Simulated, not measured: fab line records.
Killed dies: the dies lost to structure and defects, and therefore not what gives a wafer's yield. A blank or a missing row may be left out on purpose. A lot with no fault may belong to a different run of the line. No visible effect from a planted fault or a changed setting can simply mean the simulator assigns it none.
fab line records	flow gf180mcu
[record] lots = 14	wafers = 39	last-day = 34
route steps=602 shown NWELL@44 NSD@242 SAB@264
lots that met no fault: from a run of the same line without faults
start-h: hours from the record's first day to the start of the lot's first wafer shown	wait-h: hours elapsed since this lot's preceding step	" the same as in the row above	L1.1+2: several wafers, shown together as one row	- no value, or no start given	* or withheld: withheld	< > ~ a bound
route shown NAME@n: a module of which the file shows steps, and the number in the route of the first	usual: mean and standard deviation over wafers with no fault	same: alike in all rows	chamber/n: place in a boat	sites: the reading at each site	_std_site: the standard deviation of these	_edge_site: outer sites' mean less inner sites'	radius-mm: for every site, how far away it sits from the centre of the wafer	mask NAME#n: copy n	behind: the most recent tool/chamber to have shaped the wafer	hold: the reason the lot was held/the length of the hold in hours/how it ended	device: the transistor (n, p or np) that didn't switch	end of line: the same wafers' tests at the end of the route	where a step has no rows: the recipe by itself	killed: count of dies lost to structure and defects at first sort (not the wafer's yield)	map: per-die view of a wafer (x killed, . not killed, _ where there is no die)
set.NAME: the setting the step ran with; set.NAME@STEP: the setting that earlier step ran with	model.NAME: the simulator's own value behind a step, which no gauge read
route steps across a sampled set of lots; one table per step, one row per wafer
services: a tool's chamber out of use, with start hour (start-h, from the record's first day; less than 0 if before it), hours out, and reason
[[steps]]
[step GF_NWELL_COAT_02]
[recipe] spin-rpm = 2000	resist-thk-nm = 3000
[usual] exhaust-pa = 45.2/0.87
lot.wafer	tool	chamber	start-h	wait-h	exhaust-pa
L439.2	litho-track-01	0	48.80	0.1	46.6
L439.5	"	0	"	"	45.6
L439.6	"	0	"	"	44.7
L440.2	litho-track-03	0	55.84	0.1	47.1
L440.5	"	0	"	"	45.7
L440.6	"	0	"	"	45.6
L441.1	litho-track-03	0	59.62	0.1	46.1
L441.3	"	0	"	"	45.2
L441.5	"	0	"	"	46.5
L442.1	litho-track-03	0	64.52	0.1	46.2
L442.5	"	0	"	"	46.2
L442.6	"	0	"	"	45.7
L443.1	litho-track-01	0	70.58	0.1	44.3
L443.3	"	0	"	"	47.4
L443.6	"	0	"	"	45.5
L445.2	litho-track-03	0	80.34	0.1	45.2
L445.3	"	0	"	"	43.6
L445.5	"	0	"	"	44.9
L446.1	litho-track-04	0	86.79	0.1	44.2
L446.4	"	0	"	"	45.1
L446.6	"	0	"	"	44.4
L447.1	litho-track-04	0	92.14	0.1	45.1
L447.2	"	0	"	"	43.9
L447.3	"	0	"	"	44.8
L451.1	litho-track-03	0	113.77	0.1	44.3
L451.2	"	0	"	"	44.3
L451.6	"	0	"	"	46.1
L452.1	litho-track-04	0	117.94	0.1	45.4
L452.6	"	0	"	"	43.7
L453.2	litho-track-04	0	123.17	0.1	46.6
L453.6	"	0	"	"	46.1
L456.4	litho-track-04	0	144.02	0.1	43.7
L456.6	"	0	"	"	45.1
L458.3	litho-track-03	0	153.17	0.1	44.8
L458.4	"	0	"	"	44.8
L458.5	"	0	"	"	44.5
L459.3	litho-track-01	0	157.88	0.1	46.3
L459.5	"	0	"	"	44.9
L459.6	"	0	"	"	44.0
[step GF_NWELL_STRIP_10]
[recipe] chemistry = O2/N2	power-w = 1400	pressure-mtorr = 1500	platen-temp-c = 250	o2-flow-sccm = 3000	n2-flow-sccm = 300	overash-fraction = 0.5
[usual] drypump-motor-current-A = 5.6/0.44	heater-power-w = 343/24	n2-flow-sccm = 299.9/1	oes-product-au = 0.723/0.0044	strip-time-to-endpoint-s = 36.96/0.098
lot.wafer	tool	chamber	start-h	wait-h	drypump-motor-current-A	heater-power-w	n2-flow-sccm	oes-product-au	rf-hours-counter-h	strip-time-to-endpoint-s
L439.2	plasma-asher-04	1	55.06	0.1	6.5	394	298.5	0.721	34	37.04
L439.5	"	0	"	"	5.6	341	299.4	0.730	-	37.05
L439.6	"	1	"	"	6.5	399	298.1	0.723	-	37.00
L440.2	plasma-asher-03	1	63.35	0.1	5.3	316	301.6	0.720	45	36.98
L440.5	"	1	"	"	5.3	317	300.2	0.721	-	37.01
L440.6	"	0	"	"	5.4	353	299.0	0.722	-	36.93
L441.1	plasma-asher-03	0	67.46	0.1	5.3	365	299.6	0.720	46	36.99
L441.3	"	1	"	"	5.4	320	300.5	0.725	-	36.95
L441.5	"	0	"	"	5.3	354	299.4	0.723	-	36.89
L442.1	plasma-asher-03	0	71.61	0.1	5.3	363	300.1	0.726	46	36.97
L442.5	"	0	"	"	5.3	361	301.2	0.726	-	36.97
L442.6	"	1	"	"	5.4	311	301.4	0.726	-	36.88
L443.1	plasma-asher-01	0	78.16	0.1	5.3	351	299.4	0.726	43	36.99
L443.3	"	1	"	"	6.3	343	298.9	0.725	-	36.90
L443.6	"	0	"	"	5.3	341	300.4	0.722	-	36.96
L445.2	plasma-asher-01	1	87.83	0.1	6.3	343	298.7	0.722	44	37.10
L445.3	"	1	"	"	6.3	361	299.8	0.724	-	37.21
L445.5	"	0	"	"	5.3	346	299.7	0.724	-	37.19
L446.1	plasma-asher-01	0	94.58	0.1	5.3	348	299.8	0.723	45	36.96
L446.4	"	0	"	"	5.3	334	300.7	0.723	-	36.98
L446.6	"	0	"	"	5.3	351	299.3	0.718	-	37.07
L447.1	plasma-asher-03	0	100.05	0.1	5.3	361	301.0	0.714	49	37.03
L447.2	"	1	"	"	5.4	319	299.5	0.719	49	36.96
L447.3	"	0	"	"	5.3	356	302.2	0.725	-	36.96
L451.1	plasma-asher-03	1	121.66	0.1	5.4	314	300.0	0.717	52	36.90
L451.2	"	0	"	"	5.4	350	299.4	0.729	52	36.95
L451.6	"	0	"	"	5.4	354	300.3	0.723	-	36.97
L452.1	plasma-asher-01	0	125.48	0.1	5.3	354	300.7	0.717	48	19.56
L452.6	"	0	"	"	5.3	343	299.5	0.717	-	19.63
L453.2	plasma-asher-01	0	131.33	0.1	5.3	351	300.6	0.725	48	36.93
L453.6	"	1	"	"	6.3	353	300.6	0.711	-	19.57
L456.4	plasma-asher-04	0	152.86	0.1	5.6	315	299.8	0.716	-	36.97
L456.6	"	1	"	"	6.5	383	299.2	0.722	-	19.61
L458.3	plasma-asher-04	0	161.49	0.1	5.6	321	299.7	0.725	-	37.07
L458.4	"	1	"	"	6.5	384	296.9	0.720	-	37.01
L458.5	"	1	"	"	6.4	377	299.1	0.716	-	36.95
L459.3	plasma-asher-04	1	166.99	0.1	6.4	378	301.7	0.723	-	36.98
L459.5	"	1	"	"	6.5	369	302.0	0.722	-	36.76
L459.6	"	0	"	"	5.6	323	299.8	0.720	-	36.90
[step GF_NSD_CD_MEAS_07]
[recipe] target-cd-nm = 400
[usual] cd-nm = 399.9/2.7
lot.wafer	tool	chamber	start-h	wait-h	cd-nm
L439.2	cd-sem-02	-	295.21	0.1	398.9
L439.5	"	-	"	"	399.3
L439.6	"	-	"	"	400.0
L440.2	cd-sem-01	-	308.01	0.1	395.7
L440.5	"	-	"	"	395.9
L440.6	"	-	"	"	396.8
L441.1	cd-sem-01	-	314.91	0.1	402.2
L441.3	"	-	"	"	401.6
L441.5	"	-	"	"	399.6
L442.1	cd-sem-01	-	322.02	0.1	395.7
L442.5	"	-	"	"	398.2
L442.6	"	-	"	"	399.6
L443.1	cd-sem-02	-	334.61	0.1	397.5
L443.3	"	-	"	"	398.5
L443.6	"	-	"	"	398.6
L445.2	cd-sem-01	-	346.74	0.1	403.1
L445.3	"	-	"	"	402.6
L445.5	"	-	"	"	401.8
L446.1	cd-sem-01	-	356.92	0.1	400.5
L446.4	"	-	"	"	399.9
L446.6	"	-	"	"	398.4
L447.1	cd-sem-01	-	365.81	0.1	402.6
L447.2	"	-	"	"	400.2
L447.3	"	-	"	"	400.7
L451.1	cd-sem-01	-	400.01	0.1	401.2
L451.2	"	-	"	"	400.2
L451.6	"	-	"	"	400.0
L452.1	cd-sem-01	-	405.64	0.1	396.0
L452.6	"	-	"	"	397.5
L453.2	cd-sem-01	-	412.54	0.1	398.0
L453.6	"	-	"	"	398.8
L456.4	cd-sem-02	-	447.15	0.1	403.3
L456.6	"	-	"	"	402.1
L458.3	cd-sem-02	-	466.83	0.1	401.0
L458.4	"	-	"	"	400.2
L458.5	"	-	"	"	402.7
L459.3	cd-sem-01	-	467.70	0.1	401.4
L459.5	"	-	"	"	401.6
L459.6	"	-	"	"	400.1
[step GF_SAB_CVD_00]
[recipe] material = SiO2	target-thk-nm = 50	precursor = TEOS	temp-c = 400	time-s = 4.9302	rf-w = 600
[usual] heater-power-w = 690/72
lot.wafer	tool	chamber	start-h	wait-h	heater-power-w
L439.2	pecvd-01	2	317.37	0.1	724
L439.5	"	0	"	"	687
L439.6	"	2	"	"	704
L440.2	pecvd-03	0	329.73	0.1	622
L440.5	"	0	"	"	612
L440.6	"	2	"	"	633
L441.1	pecvd-03	2	337.27	0.1	640
L441.3	"	0	"	"	680
L441.5	"	1	"	"	698
L442.1	pecvd-01	1	344.28	0.1	639
L442.5	"	1	"	"	634
L442.6	"	0	"	"	674
L443.1	pecvd-03	0	357.54	0.1	668
L443.3	"	1	"	"	655
L443.6	"	0	"	"	650
L445.2	pecvd-01	2	372.58	0.1	749
L445.3	"	0	"	"	546
L445.5	"	2	"	"	728
L446.1	pecvd-03	0	380.12	0.1	660
L446.4	"	1	"	"	623
L446.6	"	2	"	"	552
L447.1	pecvd-03	0	390.01	0.1	612
L447.2	"	2	"	"	589
L447.3	"	1	"	"	673
L451.1	pecvd-01	2	424.93	0.1	779
L451.2	"	0	"	"	702
L451.6	"	0	"	"	721
L452.1	pecvd-01	2	430.96	0.1	801
L452.6	"	0	"	"	665
L453.2	pecvd-02	1	438.03	0.1	773
L453.6	"	1	"	"	783
L456.4	pecvd-02	0	472.57	0.0	756
L456.6	"	2	"	"	753
L458.3	pecvd-01	1	492.36	0.1	604
L458.4	"	0	"	"	584
L458.5	"	1	"	"	624
L459.3	pecvd-02	2	493.13	0.1	797
L459.5	"	1	"	"	850
L459.6	"	0	"	"	653
[step GF_SAB_CD_MEAS_09]
[recipe] target-cd-nm = 420
[usual] cd-nm = 419.8/2.6
lot.wafer	tool	chamber	start-h	wait-h	cd-nm
L439.2	cd-sem-01	-	338.01	0.1	419.3
L439.5	"	-	"	"	419.3
L439.6	"	-	"	"	417.6
L440.2	cd-sem-01	-	351.95	0.1	424.5
L440.5	"	-	"	"	424.6
L440.6	"	-	"	"	424.2
L441.1	cd-sem-01	-	357.58	0.1	425.7
L441.3	"	-	"	"	422.8
L441.5	"	-	"	"	424.1
L442.1	cd-sem-02	-	366.11	0.1	425.8
L442.5	"	-	"	"	422.4
L442.6	"	-	"	"	423.6
L443.1	cd-sem-02	-	380.01	0.1	422.5
L443.3	"	-	"	"	423.7
L443.6	"	-	"	"	423.9
L445.2	cd-sem-01	-	395.13	0.1	415.1
L445.3	"	-	"	"	415.6
L445.5	"	-	"	"	418.2
L446.1	cd-sem-01	-	402.84	0.1	420.5
L446.4	"	-	"	"	419.8
L446.6	"	-	"	"	419.8
L447.1	cd-sem-02	-	413.76	0.1	423.9
L447.2	"	-	"	"	422.8
L447.3	"	-	"	"	423.0
L451.1	cd-sem-01	-	449.34	0.1	419.4
L451.2	"	-	"	"	419.7
L451.6	"	-	"	"	420.7
L452.1	cd-sem-02	-	455.38	0.1	418.6
L452.6	"	-	"	"	419.8
L453.2	cd-sem-01	-	461.88	0.1	418.6
L453.6	"	-	"	"	419.0
L456.4	cd-sem-02	-	496.50	0.1	417.6
L456.6	"	-	"	"	414.9
L458.3	cd-sem-01	-	515.18	0.1	418.6
L458.4	"	-	"	"	416.3
L458.5	"	-	"	"	418.6
L459.3	cd-sem-02	-	515.80	0.1	419.7
L459.5	"	-	"	"	417.6
L459.6	"	-	"	"	418.8
[[services]]
tool	chamber	start-h	hours	kind
plasma-asher-01	-	43.69	2.7	repair
plasma-asher-03	-	46.38	1.8	repair
pecvd-03	1	53.70	17.3	repair
plasma-asher-01	-	54.06	0.7	repair
plasma-asher-01	-	64.75	2.8	pm
plasma-asher-03	-	71.71	2.8	pm
plasma-asher-01	-	102.89	5.2	repair
pecvd-01	-	109.24	1.1	repair
plasma-asher-03	-	132.79	2.2	repair
plasma-asher-01	-	144.92	1.0	repair
pecvd-01	0	150.91	5.2	repair
plasma-asher-03	-	152.06	4.7	repair
pecvd-01	-	160.62	14.0	pm
plasma-asher-01	-	179.83	1.8	repair
pecvd-01	1	239.68	21.0	repair
pecvd-01	-	259.61	2.8	pm
pecvd-03	-	326.45	1.0	repair
pecvd-01	-	394.96	14.6	pm
pecvd-03	-	416.91	5.5	pm
plasma-asher-03	-	421.25	9.0	pm
pecvd-01	-	449.48	1.8	repair
pecvd-01	1	450.95	11.5	repair
pecvd-03	0	456.66	21.1	repair
pecvd-03	2	465.76	1.9	repair
[[key]]
[first-sign] step = GF_NWELL_STRIP_10	reading = strip-time-to-endpoint-s	direction = down	sigmas = 99+	usual = *	struck = *
effect none on later readings
met-at GF_NWELL_COAT_02
struck-lots L452,L453,L456
struck-wafers L452.1,L452.6,L453.6,L456.6
tester-left-out L452,L453,L456
not-acting-at GF_NSD_CD_MEAS_07,GF_SAB_CVD_00,GF_SAB_CD_MEAS_09
onset-between 92.14 117.94
[fault] kind = process-parameter-drift	tool = litho-track-04	chamber = -	onset-h = 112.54	steps = GF_NWELL_COAT_02	channel = resist-thk-nm	offset = *	shape = step	end-h = 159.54	scope = struck-wafers-only	acts-in = *	stated = *
// tester-left-out: of these lots the tester's yield and bins aren't shown, on N5 and GAA mostly nor the transistor test; their killed dies are dies lost to structure and defects alone, not to doping, threshold or leakage, so they don't give the yield
